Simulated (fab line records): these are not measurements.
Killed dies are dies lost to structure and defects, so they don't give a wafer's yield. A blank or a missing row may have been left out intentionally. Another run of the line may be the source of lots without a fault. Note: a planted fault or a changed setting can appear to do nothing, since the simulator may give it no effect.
What tool caused it? | flow gf180mcu | Sampling: 12 lots, 36 wafers, 6 of 602 route steps

WHAT THE GAUGES READ, wafer by wafer
GF_STI_THK_MEAS_04.
lot  | measured    | on            | STI_CVD_03_THK (nm)
L872 | day 1 14:55 | film_metro-01 | 209.2 209.1 208.3
L874 | day 1 23:34 | film_metro-02 | 206.1 206.2 204.8
L876 | day 2 09:52 | film_metro-03 | 211.7 211.7 212.2
L877 | day 2 15:44 | film_metro-01 | 208.1 205.9 206.3
L879 | day 3 01:32 | film_metro-01 | 204.4 204.9 204.4
L880 | day 3 05:48 | film_metro-02 | 208.6 208.4 209.6
L882 | day 3 15:34 | film_metro-03 | 208.4 207.7 209.5
L884 | day 4 01:34 | film_metro-02 | 239.9 238.1 240.8
L886 | day 4 11:34 | film_metro-02 | 241.9 239.8 239.4
L888 | day 4 22:33 | film_metro-03 | 208.2 208.4 208.5
L891 | day 5 12:34 | film_metro-01 | 211.4 210.6 209.6
L894 | day 6 05:01 | film_metro-03 | 208.7 207.4 207.7

GF_STI_CD_MEAS_12: target cd 220 nm.
lot  | measured    | on        | cd_nm (nm)
L872 | day 2 03:23 | cd_sem-02 | 219.5 218.8 218.5
L874 | day 2 11:37 | cd_sem-01 | 219.5 217.6 218.7
L876 | day 2 22:01 | cd_sem-01 | 219.7 218.6 218.8
L877 | day 3 03:59 | cd_sem-02 | 220.5 220.2 220.3
L879 | day 3 14:32 | cd_sem-02 | 220.6 219.1 219.5
L880 | day 3 18:59 | cd_sem-01 | 219.9 219.7 220.2
L882 | day 4 04:44 | cd_sem-01 | 219.6 218.5 218.4
L884 | day 4 14:52 | cd_sem-02 | 220.7 220.0 220.6
L886 | day 5 01:28 | cd_sem-01 | 220.2 221.7 221.3
L888 | day 5 12:50 | cd_sem-02 | 220.6 218.4 219.6
L891 | day 6 03:07 | cd_sem-02 | 221.7 218.4 219.6
L894 | day 6 20:35 | cd_sem-02 | 221.2 220.8 221.6

GF_M1_THK_MEAS_06: measures by xrf.
lot  | measured     | on            | M1_ALCU_THK (nm)
L872 | day 16 12:03 | film_metro-02 | 446 443 446
L874 | day 17 04:10 | film_metro-04 | 453 462 449
L876 | day 17 22:14 | film_metro-02 | 447 447 446
L877 | day 18 03:33 | film_metro-01 | 446 446 448
L879 | day 18 22:16 | film_metro-02 | 457 451 451
L880 | day 19 04:49 | film_metro-04 | 459 454 455
L882 | day 19 23:47 | film_metro-04 | 456 447 453
L884 | day 20 14:13 | film_metro-04 | 455 456 457
L886 | day 21 10:58 | film_metro-01 | 447 444 454
L888 | day 22 05:04 | film_metro-04 | 447 441 449
L891 | day 23 03:38 | film_metro-04 | 455 449 454
L894 | day 24 10:55 | film_metro-04 | 450 454 453

EACH LOT AND THE TOOL THAT RAN IT (in order: tool; ch and the chambers of the sampled wafers; start)
lot  | GF_STI_CVD_03              | GF_STI_ETCH_13                    | GF_CONTACT_SPUTTER_23
L872 | lpcvd-02 ch 1, day 1 12:55 | rie_diel-02 ch 0,2, day 2 03:31   | pvd_sputter-01, day 16 11:05
L874 | lpcvd-01 ch 1, day 1 21:34 | rie_diel-02 ch 0,1,3, day 2 11:44 | pvd_sputter-04, day 17 03:13
L876 | lpcvd-02 ch 0, day 2 07:52 | rie_diel-01 ch 0,3, day 2 22:06   | pvd_sputter-03, day 17 21:13
L877 | lpcvd-02 ch 1, day 2 13:44 | rie_diel-01 ch 0,1,2, day 3 04:05 | pvd_sputter-04, day 18 02:35
L879 | lpcvd-01 ch 1, day 2 23:32 | rie_diel-02 ch 1,3, day 3 14:38   | pvd_sputter-03, day 18 21:17
L880 | lpcvd-02 ch 0, day 3 03:49 | rie_diel-01 ch 1,3, day 3 19:06   | pvd_sputter-03, day 19 03:52
L882 | lpcvd-01 ch 0, day 3 13:34 | rie_diel-01 ch 0,1,3, day 4 04:52 | pvd_sputter-03, day 19 22:50
L884 | lpcvd-01 ch 0, day 3 23:34 | rie_diel-04 ch 1,2,3, day 4 14:59 | pvd_sputter-03, day 20 13:16
L886 | lpcvd-01 ch 0, day 4 09:34 | rie_diel-04 ch 1,2,3, day 5 01:35 | pvd_sputter-03, day 21 10:00
L888 | lpcvd-02 ch 0, day 4 19:34 | rie_diel-01 ch 2,3, day 5 12:57   | pvd_sputter-04, day 22 04:07
L891 | lpcvd-02 ch 1, day 5 10:34 | rie_diel-04 ch 0,1,3, day 6 03:13 | pvd_sputter-04, day 23 02:40
L894 | lpcvd-02 ch 1, day 6 03:02 | rie_diel-01 ch 0,1, day 6 20:42   | pvd_sputter-04, day 24 09:57
- GF_STI_CVD_03: deposits Si3N4 from DCS/NH3, target thk 207.16 nm, time 3551 s.
- GF_STI_ETCH_13: etches the open film in CHF3/O2, stops on Si, target depth 282.31 nm, time 112.9 s.
- GF_CONTACT_SPUTTER_23: material TiN, target thk 10 nm, time 40 s.

AS READ BY THE TOOLS THEMSELVES (means over the sampled wafers that have a number; for cases with no such wafer, the mark the record gives instead)
GF_STI_CVD_03.
lot  | tool     | spike_tc_lower_C (C)
L872 | lpcvd-02 | 769.6
L874 | lpcvd-01 | 771.3
L876 | lpcvd-02 | 770.2
L877 | lpcvd-02 | 769.5
L879 | lpcvd-01 | 770.7
L880 | lpcvd-02 | 771.2
L882 | lpcvd-01 | 770.8
L884 | lpcvd-01 | 770.8
L886 | lpcvd-01 | 769.6
L888 | lpcvd-02 | 770.9
L891 | lpcvd-02 | 770.8
L894 | lpcvd-02 | 770.1

GF_STI_ETCH_13.
lot  | tool        | drypump_motor_current_A (A) | oes_product_au (a.u.) | throttle_valve_pct (%)
L872 | rie_diel-02 | 5.1                         | 0.834                 | 8.818
L874 | rie_diel-02 | 5.2                         | 0.829                 | 8.811
L876 | rie_diel-01 | 5.3                         | 0.843                 | 8.822
L877 | rie_diel-01 | 5.6                         | 0.836                 | 8.825
L879 | rie_diel-02 | 5.3                         | 0.822                 | 8.806
L880 | rie_diel-01 | 5.5                         | 0.833                 | 8.815
L882 | rie_diel-01 | 5.4                         | 0.838                 | 8.816
L884 | rie_diel-04 | 5.6                         | 0.905                 | 8.831
L886 | rie_diel-04 | 5.6                         | 0.907                 | 8.832
L888 | rie_diel-01 | 5.8                         | 0.834                 | 8.818
L891 | rie_diel-04 | 5.4                         | 0.836                 | 8.807
L894 | rie_diel-01 | 5.5                         | 0.832                 | 8.814

GF_CONTACT_SPUTTER_23.
lot  | tool           | throttle_valve_pct (%)
L872 | pvd_sputter-01 | 30.5
L874 | pvd_sputter-04 | 29.9
L876 | pvd_sputter-03 | 30.2
L877 | pvd_sputter-04 | 30.9
L879 | pvd_sputter-03 | 30.8
L880 | pvd_sputter-03 | 30.4
L882 | pvd_sputter-03 | 30.8
L884 | pvd_sputter-03 | 30.7
L886 | pvd_sputter-03 | 30.4
L888 | pvd_sputter-04 | 30.7
L891 | pvd_sputter-04 | 30.2
L894 | pvd_sputter-04 | 30.2

THE ANSWER, worked out from the rows above alone
Rule: the usual values come from the lots themselves. The widest of any qualifying gaps counts: lots, ordered by their means at a reading, are off when they make up no more than a third of the lots, leave a main group of 4 or more, and stand apart from it by 3 or more times the standard deviation of that group's means. The tables above print the reading to a certain number of digits; a main group whose means all agree to those digits is not used. Also off: a lot with no number at a reading for which 4 or more lots have one. The other lots that the step has rows for count as sound. Order of review: gauges by route order, followed by the tools' own readings, for which a lot's mean as printed above is used. At the first step where some lot is off, the reading lying furthest off is the one used; lots without a number count as furthest.
Off: L884, L886, at GF_STI_THK_MEAS_04 (STI_CVD_03_THK). Main group: mean 208.2 nm, sd 2.
A tool fits if, at a process step before that reading, it ran every lot that is off, and no sound lot after the first of them. Not tried: the gauges at GF_STI_THK_MEAS_04; whatever is off there is also off at GF_STI_ETCH_13, on other tools, and gauge error can't account for it. One fits: GF_STI_CVD_03 on lpcvd-01. A fault onset in the window from L882 (day 3 13:34, its last sound lot) to L884 (day 3 23:34, its first lot off) fits.

WHAT WAS PUT IN BY THE SIMULATOR
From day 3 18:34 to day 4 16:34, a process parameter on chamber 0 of lpcvd-01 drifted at GF_STI_CVD_03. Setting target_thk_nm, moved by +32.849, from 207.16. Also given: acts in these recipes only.
Shown lots that were struck: L884, L886. Same finding as the rule above.
